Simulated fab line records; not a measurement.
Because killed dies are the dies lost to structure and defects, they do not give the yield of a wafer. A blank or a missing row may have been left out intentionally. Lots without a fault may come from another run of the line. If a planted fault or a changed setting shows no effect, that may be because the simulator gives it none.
fab line records -- flow sky130
[record] lots = 7, wafers = 21, last_day = 50
route steps=708 shown VT_ADJUST_PCH@144 SONOS_TUNNEL@154 PAD_OPEN@708
lots that met no fault: from a run of the same line without faults
start_h: the number of hours between the record's first day and the start of the first shown wafer of the lot -- wait_h: hours since the lot's step before -- " identical to the entry in the row above -- L1.1+2: a single row standing in for several wafers -- - value missing, or start not given -- * or withheld: withheld -- < > ~ a bound
route shown NAME@n: names a module that has steps shown in the file, with the first one's number in the route -- usual: mean/standard deviation taken from wafers without a fault -- same: alike in all rows -- chamber/n: place in a boat -- sites: each site's reading -- _std_site: standard deviation across them -- _edge_site: inner sites' mean taken away from outer sites' mean -- radius_mm: how far each site lies from the wafer's centre -- mask NAME#n: copy n -- behind: the tool/chamber that last shaped the wafer -- hold: cause of the lot's hold/its duration in hours/its outcome -- device: the transistor (n, p or np) that didn't switch -- end of line: tests of these same wafers at the route's end -- for a step that has no rows: nothing shown but its recipe -- killed: not the wafer's yield, but the dies lost to structure and defects at the first sort -- map: the dies of a wafer, with x for killed, . for not killed, _ for no die there
set.NAME: setting as actually run; set.NAME@STEP: the setting as run at that earlier step -- model.NAME: the simulator's own value behind a step, which no gauge read
certain route steps with their lots: each step a table, each wafer a row
services: from which hour (start_h, from the record's first day; less than 0 if before it) a tool's chamber was out of use, for how many hours, and why
[[steps]]
[step SKY_VT_ADJUST_PCH_HMDS_01]
[recipe] prime_time_s = 60, prime_temp_c = 120
[step SKY_VT_ADJUST_PCH_COAT_02]
[recipe] spin_rpm = 2000, resist_thk_nm = 3000
[step SKY_VT_ADJUST_PCH_SOFTBAKE_03]
[recipe] temp_c = 110, time_s = withheld
[step SKY_VT_ADJUST_PCH_EXPOSE_04]
[recipe] mask_id = NWM, na = 0.6, source_shape = conventional, sigma_outer = 0.6, polarization = unpolarized, target_cd_nm = 840, dose_mj = 255
[step SKY_VT_ADJUST_PCH_PEB_05]
[recipe] temp_c = 115, time_s = withheld
[step SKY_VT_ADJUST_PCH_DEVELOP_06]
[recipe] wall_angle_deg = 90, developer = TMAH, develop_time_s = 58.49, dev_temp_c = 23
[step SKY_VT_ADJUST_PCH_OVL_MEAS_07]
[usual] VT_ADJUST_PCH_OVL = 0.0/1.2
lot.wafer,tool,chamber,start_h,wait_h,VT_ADJUST_PCH_OVL[nm]
L406.1,overlay-02,-,258.84,-,-0.2
L406.5,overlay-02,-,258.84,-,2.4
L406.6,overlay-02,-,258.84,-,0.4
L410.1,overlay-02,-,282.03,-,-0.3
L410.2,overlay-02,-,282.03,-,0.1
L410.6,overlay-02,-,282.03,-,0.6
L411.1,overlay-02,-,290.68,-,-0.4
L411.2,overlay-02,-,290.68,-,0.9
L411.5,overlay-02,-,290.68,-,1.3
L412.3,overlay-01,-,299.95,-,0.4
L412.4,overlay-01,-,299.95,-,-0.6
L412.6,overlay-01,-,299.95,-,-0.7
L413.2,overlay-01,-,311.34,-,-1.6
L413.4,overlay-01,-,311.34,-,-1.3
L413.5,overlay-01,-,311.34,-,-0.9
L424.2,overlay-02,-,395.44,-,0.5
L424.3,overlay-02,-,395.44,-,0.2
L424.6,overlay-02,-,395.44,-,-0.1
L425.3,overlay-01,-,399.59,-,1.6
L425.4,overlay-01,-,399.59,-,0.5
L425.6,overlay-01,-,399.59,-,-0.1
[step SKY_VT_ADJUST_PCH_IMPLANT_08]
[recipe] species = B, energy_kev = 10, dose_cm2 = 5e+11, tilt_deg = withheld
[step SKY_VT_ADJUST_PCH_STRIP_09]
[recipe] chemistry = O2/N2, power_w = 1400, pressure_mtorr = 1500, platen_temp_c = withheld, o2_flow_sccm = 3000, n2_flow_sccm = 300, overash_fraction = 0.5
[usual] drypump_motor_current_A = 5.8/0.52, oes_product_au = 0.722/0.0045, strip_time_to_endpoint_s = 36.96/0.1
lot.wafer,tool,chamber,start_h,wait_h,drypump_motor_current_A,oes_product_au,rf_hours_counter_h,strip_time_to_endpoint_s
L406.1,plasma_asher-02,0,259.03,0.1,5.0,0.727,12,36.96
L406.5,plasma_asher-02,0,259.03,0.1,5.0,0.719,-,36.99
L406.6,plasma_asher-02,1,259.03,0.1,6.2,0.728,-,36.90
L410.1,plasma_asher-03,1,282.21,0.1,6.0,0.740,46,37.04
L410.2,plasma_asher-03,0,282.21,0.1,6.5,0.728,46,36.96
L410.6,plasma_asher-03,0,282.21,0.1,6.5,0.718,-,36.82
L411.1,plasma_asher-01,1,290.87,0.1,5.9,0.723,60,36.89
L411.2,plasma_asher-01,0,290.87,0.1,5.4,0.721,60,36.75
L411.5,plasma_asher-01,1,290.87,0.1,5.9,0.726,-,36.90
L412.3,plasma_asher-01,1,300.16,0.1,5.9,0.723,-,37.03
L412.4,plasma_asher-01,0,300.16,0.1,5.4,0.717,-,36.96
L412.6,plasma_asher-01,0,300.16,0.1,5.4,0.727,-,36.87
L413.2,plasma_asher-03,0,311.52,0.1,6.5,0.719,49,37.16
L413.4,plasma_asher-03,0,311.52,0.1,6.5,0.721,-,37.10
L413.5,plasma_asher-03,1,311.52,0.1,6.0,0.722,-,37.06
L424.2,plasma_asher-01,1,395.62,0.1,5.9,0.719,70,36.97
L424.3,plasma_asher-01,0,395.62,0.1,5.4,0.721,-,36.96
L424.6,plasma_asher-01,0,395.62,0.1,5.4,0.720,-,36.95
L425.3,plasma_asher-02,1,399.80,0.1,6.2,0.721,-,37.04
L425.4,plasma_asher-02,0,399.80,0.1,5.0,0.719,-,37.03
L425.6,plasma_asher-02,1,399.80,0.1,6.2,0.718,-,36.95
[step SKY_VT_ADJUST_PCH_TW_MEAS_10]
[usual] VT_ADJUST_PCH_TW = 142.6/1.4
lot.wafer,tool,chamber,start_h,wait_h,VT_ADJUST_PCH_TW
L406.1,film_metro-02,-,259.13,0.1,141.0
L406.5,film_metro-02,-,259.13,0.1,140.6
L406.6,film_metro-02,-,259.13,0.1,141.2
L410.1,film_metro-04,-,282.31,0.1,143.8
L410.2,film_metro-04,-,282.31,0.1,144.5
L410.6,film_metro-04,-,282.31,0.1,144.9
L411.1,film_metro-03,-,290.97,0.1,141.7
L411.2,film_metro-03,-,290.97,0.1,141.7
L411.5,film_metro-03,-,290.97,0.1,141.2
L412.3,film_metro-02,-,300.25,0.1,142.3
L412.4,film_metro-02,-,300.25,0.1,142.5
L412.6,film_metro-02,-,300.25,0.1,141.7
L413.2,film_metro-03,-,311.63,0.1,141.6
L413.4,film_metro-03,-,311.63,0.1,141.8
L413.5,film_metro-03,-,311.63,0.1,141.4
L424.2,film_metro-04,-,395.73,0.1,143.9
L424.3,film_metro-04,-,395.73,0.1,143.6
L424.6,film_metro-04,-,395.73,0.1,143.8
L425.3,film_metro-04,-,399.88,0.1,144.3
L425.4,film_metro-04,-,399.88,0.1,143.9
L425.6,film_metro-04,-,399.88,0.1,143.9
[step SKY_SONOS_TUNNEL_DEHYDRATE_00]
[recipe] temp_c = 200, time_s = 60
[step SKY_SONOS_TUNNEL_HMDS_01]
[recipe] prime_time_s = 60, prime_temp_c = 120
[step SKY_SONOS_TUNNEL_COAT_02]
[recipe] resist = NOVOLAK, spin_rpm = 3000, resist_thk_nm = 1140
[usual] chill_plate_temp_C = 23.02/0.11, dispense_pressure_kPa = 47.1/1
lot.wafer,tool,chamber,start_h,wait_h,chill_plate_temp_C,dispense_pressure_kPa
L406.1,litho_track-03,0,270.53,0.1,23.06,47.2
L406.5,litho_track-03,0,270.53,0.1,22.85,47.2
L406.6,litho_track-03,0,270.53,0.1,22.97,47.2
L410.1,litho_track-02,0,294.75,0.1,23.16,48.4
L410.2,litho_track-02,0,294.75,0.1,23.18,48.5
L410.6,litho_track-02,0,294.75,0.1,23.12,48.5
L411.1,litho_track-03,-,303.53,0.1,-,-
L411.2,litho_track-03,-,303.53,0.1,-,-
L411.5,litho_track-03,-,303.53,0.1,-,-
L412.3,litho_track-04,-,312.48,0.1,-,-
L412.4,litho_track-04,-,312.48,0.1,-,-
L412.6,litho_track-04,-,312.48,0.1,-,-
L413.2,litho_track-04,-,324.75,0.1,-,-
L413.4,litho_track-04,-,324.75,0.1,-,-
L413.5,litho_track-04,-,324.75,0.1,-,-
L424.2,litho_track-02,0,409.58,0.1,22.87,48.4
L424.3,litho_track-02,0,409.58,0.1,23.19,48.4
L424.6,litho_track-02,0,409.58,0.1,23.27,48.5
L425.3,litho_track-03,0,414.73,0.1,23.11,47.1
L425.4,litho_track-03,0,414.73,0.1,23.17,47.2
L425.6,litho_track-03,0,414.73,0.1,23.00,47.2
[step SKY_SONOS_TUNNEL_SOFTBAKE_03]
[recipe] temp_c = 90, time_s = 60, resist = NOVOLAK
[step SKY_SONOS_TUNNEL_EXPOSE_04]
[recipe] mask_id = TUNM, na = 0.6, source_shape = conventional, sigma_outer = 0.6, polarization = unpolarized, target_cd_nm = 410, dose_mj = 136
[step SKY_SONOS_TUNNEL_PEB_05]
[recipe] temp_c = withheld, time_s = *, resist = NOVOLAK
[step SKY_SONOS_TUNNEL_DEVELOP_06]
[recipe] resist = NOVOLAK, developer = TMAH, develop_time_s = 60, dev_temp_c = 23
[step SKY_SONOS_TUNNEL_CD_MEAS_07]
[recipe] target_cd_nm = 410
[usual] cd_nm = 409.5/2.3
lot.wafer,tool,chamber,start_h,wait_h,cd_nm
L406.1,cd_sem-02,-,283.05,0.1,406.9
L406.5,cd_sem-02,-,283.05,0.1,408.8
L406.6,cd_sem-02,-,283.05,0.1,407.6
L410.1,cd_sem-01,-,307.25,0.1,409.2
L410.2,cd_sem-01,-,307.25,0.1,408.2
L410.6,cd_sem-01,-,307.25,0.1,409.7
L411.1,cd_sem-02,-,317.05,0.1,-
L411.2,cd_sem-02,-,317.05,0.1,-
L411.5,cd_sem-02,-,317.05,0.1,-
L412.3,cd_sem-01,-,325.79,0.1,-
L412.4,cd_sem-01,-,325.79,0.1,-
L412.6,cd_sem-01,-,325.79,0.1,-
L413.2,cd_sem-02,-,338.70,0.1,-
L413.4,cd_sem-02,-,338.70,0.1,-
L413.5,cd_sem-02,-,338.70,0.1,-
L424.2,cd_sem-01,-,425.00,0.1,407.2
L424.3,cd_sem-01,-,425.00,0.1,406.1
L424.6,cd_sem-01,-,425.00,0.1,407.8
L425.3,cd_sem-02,-,429.62,0.1,414.8
L425.4,cd_sem-02,-,429.62,0.1,412.8
L425.6,cd_sem-02,-,429.62,0.1,412.7
[step SKY_SONOS_TUNNEL_OVL_MEAS_08]
[usual] SONOS_TUNNEL_OVL = 1.0/1.5
lot.wafer,tool,chamber,start_h,wait_h,SONOS_TUNNEL_OVL[nm]
L406.1,overlay-01,-,283.17,0.1,3.1
L406.5,overlay-01,-,283.17,0.1,1.8
L406.6,overlay-01,-,283.17,0.1,1.2
L410.1,overlay-01,-,307.37,0.1,1.3
L410.2,overlay-01,-,307.37,0.1,0.4
L410.6,overlay-01,-,307.37,0.1,0.8
L411.1,overlay-02,-,317.17,0.1,-
L411.2,overlay-02,-,317.17,0.1,-
L411.5,overlay-02,-,317.17,0.1,-
L412.3,overlay-01,-,325.89,0.1,-
L412.4,overlay-01,-,325.89,0.1,-
L412.6,overlay-01,-,325.89,0.1,-
L413.2,overlay-02,-,338.80,0.1,-
L413.4,overlay-02,-,338.80,0.1,-
L413.5,overlay-02,-,338.80,0.1,-
L424.2,overlay-02,-,425.11,0.1,2.0
L424.3,overlay-02,-,425.11,0.1,2.7
L424.6,overlay-02,-,425.11,0.1,1.6
L425.3,overlay-01,-,429.71,0.1,1.5
L425.4,overlay-01,-,429.71,0.1,2.5
L425.6,overlay-01,-,429.71,0.1,1.5
[step SKY_PAD_OPEN_PROBE_99]
[usual] killed_at_M0_to_M3 = 43/6.8, killed_at_M4_up = 3.2/1.7, killed_at_contacts = 24/5.6, killed_at_front_end = 15/4.7, killed_at_other = 0.3/0.59, killed_dies = 86/10, killed_on_rim = 16/4, killed_open = 47/6.8, killed_short = 39/6.4
[same] gross_dies = 492, killed_at_back_side = 0
lot.wafer,tool,chamber,start_h,wait_h,killed_at_M0_to_M3,killed_at_M4_up,killed_at_contacts,killed_at_front_end,killed_at_other,killed_dies,killed_on_rim,killed_open,killed_short
L406.1,prober-02,-,1103.96,0.1,47,7,30,24,0,108,22,61,47
L406.5,prober-02,-,1104.16,0.2,44,2,24,13,0,83,17,41,42
L406.6,prober-02,-,1104.21,0.2,41,2,26,15,0,84,20,49,35
L410.1,prober-02,-,1124.01,0.1,40,5,27,23,0,95,19,55,40
L410.2,prober-02,-,1124.06,0.1,42,4,22,24,0,92,21,53,38
L410.6,prober-02,-,1124.26,0.2,52,1,21,27,1,102,26,55,46
L411.1,prober-01,-,1125.50,0.1,60,2,26,404,0,492,96,47,45
L411.2,prober-01,-,1125.55,0.1,47,3,25,417,0,492,96,51,40
L411.5,prober-01,-,1125.70,0.2,47,3,24,417,1,492,96,48,34
L412.3,prober-02,-,1135.79,0.2,39,3,18,431,1,492,96,39,30
L412.4,prober-02,-,1135.84,0.2,45,4,28,415,0,492,96,51,42
L412.6,prober-02,-,1135.94,0.2,43,4,19,426,0,492,96,43,37
L413.2,prober-01,-,1144.36,0.1,42,4,30,416,0,492,96,61,44
L413.4,prober-01,-,1144.46,0.2,33,2,16,441,0,492,96,34,30
L413.5,prober-01,-,1144.51,0.2,44,2,29,417,0,492,96,47,42
L424.2,prober-01,-,1204.65,0.1,39,8,28,11,0,86,14,46,40
L424.3,prober-01,-,1204.70,0.2,44,4,24,10,0,82,15,49,32
L424.6,prober-01,-,1204.85,0.2,34,3,25,18,0,80,17,37,42
L425.3,prober-01,-,1206.56,0.2,38,2,36,14,1,91,11,49,42
L425.4,prober-01,-,1206.61,0.2,48,5,28,12,0,93,20,52,41
L425.6,prober-01,-,1206.71,0.2,48,0,17,14,0,79,19,48,31
// killed by level:class
L406.1 CONTACT:geometric_particle:open=11 VIA1:geometric_particle:open=11 VIA2:geometric_particle:open=8 VIA3:geometric_particle:open=6 LI_CONTACT:geometric_particle:open=6 LOCAL_INTERCONNECT:geometric_particle:short=6 VIA1:geometric_particle:short=6 FIELD_ISO:geometric_particle:short=5
L406.5 CONTACT:geometric_particle:open=13 METAL1:geometric_particle:short=9 VIA1:geometric_particle:open=8 METAL2:geometric_particle:short=6 VIA2:geometric_particle:short=5 FIELD_ISO:geometric_particle:short=4 POLY_GATE:geometric_particle:open=4 LI_CONTACT:geometric_particle:open=4
L406.6 VIA1:geometric_particle:open=9 CONTACT:geometric_particle:open=9 LI_CONTACT:geometric_particle:open=7 VIA1:geometric_particle:short=6 METAL1:geometric_particle:short=5 METAL2:geometric_particle:short=5 FIELD_ISO:geometric_particle:open=4 VIA2:geometric_particle:short=4
L410.1 CONTACT:geometric_particle:open=8 VIA1:geometric_particle:open=8 LI_CONTACT:geometric_particle:open=7 VIA2:geometric_particle:open=7 FIELD_ISO:geometric_particle:short=6 POLY_GATE:geometric_particle:open=6 METAL1:geometric_particle:short=6 METAL1:geometric_particle:open=5
L410.2 VIA1:geometric_particle:open=16 CONTACT:geometric_particle:open=8 FIELD_ISO:geometric_particle:short=6 LI_CONTACT:geometric_particle:short=6 VIA3:geometric_particle:open=6 POLY_GATE:geometric_particle:open=5 POLY_GATE:geometric_particle:short=5 LI_CONTACT:geometric_particle:open=4
L410.6 VIA1:geometric_particle:open=12 CONTACT:geometric_particle:open=10 FIELD_ISO:geometric_particle:open=9 VIA3:geometric_particle:open=9 POLY_GATE:geometric_particle:short=7 METAL1:geometric_particle:short=6 VIA3:geometric_particle:short=6 FIELD_ISO:geometric_particle:short=5
L411.1 SONOS_TUNNEL:area_expose=399 VIA1:geometric_particle:open=15 METAL1:geometric_particle:short=11 LOCAL_INTERCONNECT:geometric_particle:short=9 VIA2:geometric_particle:open=9 CONTACT:geometric_particle:short=6 VIA3:geometric_particle:open=6 CONTACT:geometric_particle:open=5
L411.2 SONOS_TUNNEL:area_expose=400 VIA3:geometric_particle:open=11 VIA1:geometric_particle:open=8 VIA1:geometric_particle:short=7 VIA2:geometric_particle:open=7 LI_CONTACT:geometric_particle:open=6 LOCAL_INTERCONNECT:geometric_particle:short=6 CONTACT:geometric_particle:open=5
L411.5 SONOS_TUNNEL:area_expose=409 VIA1:geometric_particle:open=10 VIA2:geometric_particle:open=9 VIA3:geometric_particle:open=9 CONTACT:geometric_particle:open=7 VIA1:geometric_particle:short=7 LI_CONTACT:geometric_particle:short=6 LI_CONTACT:geometric_particle:open=5
L412.3 SONOS_TUNNEL:area_expose=422 CONTACT:geometric_particle:open=8 VIA1:geometric_particle:open=8 LI_CONTACT:geometric_particle:open=6 METAL1:geometric_particle:short=6 VIA2:geometric_particle:open=6 VIA3:geometric_particle:open=4 VIA1:geometric_particle:short=4
L412.4 SONOS_TUNNEL:area_expose=399 CONTACT:geometric_particle:open=13 VIA1:geometric_particle:open=11 CONTACT:geometric_particle:short=6 METAL1:geometric_particle:short=6 VIA1:geometric_particle:short=5 METAL2:geometric_particle:short=5 LI_CONTACT:geometric_particle:open=4
L412.6 SONOS_TUNNEL:area_expose=412 VIA1:geometric_particle:open=12 LI_CONTACT:geometric_particle:open=7 METAL3:geometric_particle:short=6 CONTACT:geometric_particle:open=5 POLY_GATE:geometric_particle:short=4 CONTACT:geometric_particle:short=4 METAL1:geometric_particle:short=4
L413.2 SONOS_TUNNEL:area_expose=387 CONTACT:geometric_particle:open=11 VIA2:geometric_particle:open=9 LI_CONTACT:geometric_particle:open=8 FIELD_ISO:geometric_particle:open=7 FIELD_ISO:geometric_particle:short=7 POLY_GATE:geometric_particle:short=7 CONTACT:geometric_particle:short=7
L413.4 SONOS_TUNNEL:area_expose=428 VIA1:geometric_particle:open=8 FIELD_ISO:geometric_particle:open=7 CONTACT:geometric_particle:open=7 CONTACT:geometric_particle:short=5 VIA1:geometric_particle:short=4 VIA2:geometric_particle:open=4 METAL2:geometric_particle:short=4
L413.5 SONOS_TUNNEL:area_expose=403 LI_CONTACT:geometric_particle:open=11 CONTACT:geometric_particle:open=8 VIA1:geometric_particle:short=8 VIA1:geometric_particle:open=7 METAL2:geometric_particle:short=7 VIA2:geometric_particle:open=6 POLY_GATE:geometric_particle:short=5
L424.2 CONTACT:geometric_particle:open=12 LI_CONTACT:geometric_particle:open=8 VIA1:geometric_particle:open=7 VIA3:geometric_particle:open=6 POLY_GATE:geometric_particle:open=5 METAL1:geometric_particle:short=5 METAL4:geometric_particle:short=5 CONTACT:geometric_particle:short=4
L424.3 VIA1:geometric_particle:open=12 LI_CONTACT:geometric_particle:open=8 CONTACT:geometric_particle:open=7 METAL2:geometric_particle:short=7 LOCAL_INTERCONNECT:geometric_particle:short=5 VIA3:geometric_particle:open=5 FIELD_ISO:geometric_particle:open=4 VIA2:geometric_particle:open=4
L424.6 METAL1:geometric_particle:short=9 LI_CONTACT:geometric_particle:open=8 VIA3:geometric_particle:open=7 FIELD_ISO:geometric_particle:short=5 POLY_GATE:geometric_particle:short=5 CONTACT:geometric_particle:open=5 VIA1:geometric_particle:open=5 LOCAL_INTERCONNECT:geometric_particle:short=4
L425.3 LI_CONTACT:geometric_particle:open=11 CONTACT:geometric_particle:open=9 CONTACT:geometric_particle:short=8 VIA1:geometric_particle:open=7 FIELD_ISO:geometric_particle:short=6 FIELD_ISO:geometric_particle:open=5 VIA1:geometric_particle:short=5 VIA3:geometric_particle:open=5
L425.4 CONTACT:geometric_particle:open=10 VIA1:geometric_particle:open=8 METAL1:geometric_particle:short=7 LI_CONTACT:geometric_particle:open=6 VIA2:geometric_particle:open=6 POLY_GATE:geometric_particle:open=5 VIA2:geometric_particle:short=5 VIA1:geometric_particle:short=5
L425.6 VIA1:geometric_particle:open=12 VIA3:geometric_particle:open=10 METAL2:geometric_particle:short=9 LI_CONTACT:geometric_particle:open=6 CONTACT:geometric_particle:open=5 FIELD_ISO:geometric_particle:open=4 POLY_GATE:geometric_particle:short=4 METAL3:geometric_particle:short=4
// map L411.1 (x killed, . not)
__________xxxxxxxxxx_________
________xxxxxxxxxxxxxx_______
______xxxxxxxxxxxxxxxxxx_____
_____xxxxxxxxxxxxxxxxxxxx____
____xxxxxxxxxxxxxxxxxxxxxx___
___xxxxxxxxxxxxxxxxxxxxxxxx__
__xxxxxxxxxxxxxxxxxxxxxxxxxx_
_xxxxxxxxxxxxxxxxxxxxxxxxxxxx
_xxxxxxxxxxxxxxxxxxxxxxxxxxxx
_xxxxxxxxxxxxxxxxxxxxxxxxxxxx
_xxxxxxxxxxxxxxxxxxxxxxxxxxxx
_xxxxxxxxxxxxxxxxxxxxxxxxxxxx
_xxxxxxxxxxxxxxxxxxxxxxxxxxxx
_xxxxxxxxxxxxxxxxxxxxxxxxxxxx
_xxxxxxxxxxxxxxxxxxxxxxxxxxxx
__xxxxxxxxxxxxxxxxxxxxxxxxxx_
___xxxxxxxxxxxxxxxxxxxxxxxx__
____xxxxxxxxxxxxxxxxxxxxxx___
_____xxxxxxxxxxxxxxxxxxxx____
______xxxxxxxxxxxxxxxxxx_____
________xxxxxxxxxxxxxx_______
__________xxxxxxxxxx_________
// map L412.3 (x killed, . not)
__________xxxxxxxxxx_________
________xxxxxxxxxxxxxx_______
______xxxxxxxxxxxxxxxxxx_____
_____xxxxxxxxxxxxxxxxxxxx____
____xxxxxxxxxxxxxxxxxxxxxx___
___xxxxxxxxxxxxxxxxxxxxxxxx__
__xxxxxxxxxxxxxxxxxxxxxxxxxx_
_xxxxxxxxxxxxxxxxxxxxxxxxxxxx
_xxxxxxxxxxxxxxxxxxxxxxxxxxxx
_xxxxxxxxxxxxxxxxxxxxxxxxxxxx
_xxxxxxxxxxxxxxxxxxxxxxxxxxxx
_xxxxxxxxxxxxxxxxxxxxxxxxxxxx
_xxxxxxxxxxxxxxxxxxxxxxxxxxxx
_xxxxxxxxxxxxxxxxxxxxxxxxxxxx
_xxxxxxxxxxxxxxxxxxxxxxxxxxxx
__xxxxxxxxxxxxxxxxxxxxxxxxxx_
___xxxxxxxxxxxxxxxxxxxxxxxx__
____xxxxxxxxxxxxxxxxxxxxxx___
_____xxxxxxxxxxxxxxxxxxxx____
______xxxxxxxxxxxxxxxxxx_____
________xxxxxxxxxxxxxx_______
__________xxxxxxxxxx_________
[[services]]
tool,chamber,start_h,hours,kind
plasma_asher-03,-,242.10,1.5,repair
plasma_asher-03,-,268.45,12.8,repair
plasma_asher-02,-,298.69,0.9,repair
plasma_asher-02,-,336.38,7.5,repair
[[key]]
[first_sign] step = SKY_SONOS_TUNNEL_COAT_02, reading = tool_record, direction = missing
[effect] step = SKY_SONOS_TUNNEL_CD_MEAS_07, reading = cd_nm, direction = missing
[effect] step = SKY_SONOS_TUNNEL_OVL_MEAS_08, reading = SONOS_TUNNEL_OVL, direction = missing
[effect] step = SKY_PAD_OPEN_PROBE_99, reading = killed_at_front_end, direction = up, sigmas = 86, usual = 15, struck = 420
[more_kills_born_at] SKY_SONOS_TUNNEL_EXPOSE_04@iline_stepper-01 = 2441, SKY_SONOS_TUNNEL_EXPOSE_04@iline_stepper-02 = 1218
met_at SKY_SONOS_TUNNEL_COAT_02
struck_wafers L411.1,L411.2,L411.5,L412.3,L412.4,L412.6,L413.2,L413.4,L413.5
later_rows_left_out L411.1,L411.2,L411.5,L412.3,L412.4,L412.6,L413.2,L413.4,L413.5
tester_left_out L411,L412,L413
onset_between 270.53 303.53
[fault] kind = skipped_step_whole, tool = litho_track-03,litho_track-04, chamber = -, onset_h = 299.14, steps = SKY_SONOS_TUNNEL_COAT_02, scope = struck_lots_only
// tester_left_out: of these lots the tester's yield and bins aren't shown, on N5 and GAA mostly nor the transistor test; their killed dies are dies lost to structure and defects alone, not to doping, threshold or leakage, so they don't give the yield
// later_rows_left_out: the simulator's readings of these wafers behind a module that went badly wrong aren't trusted and aren't shown, but for the sort
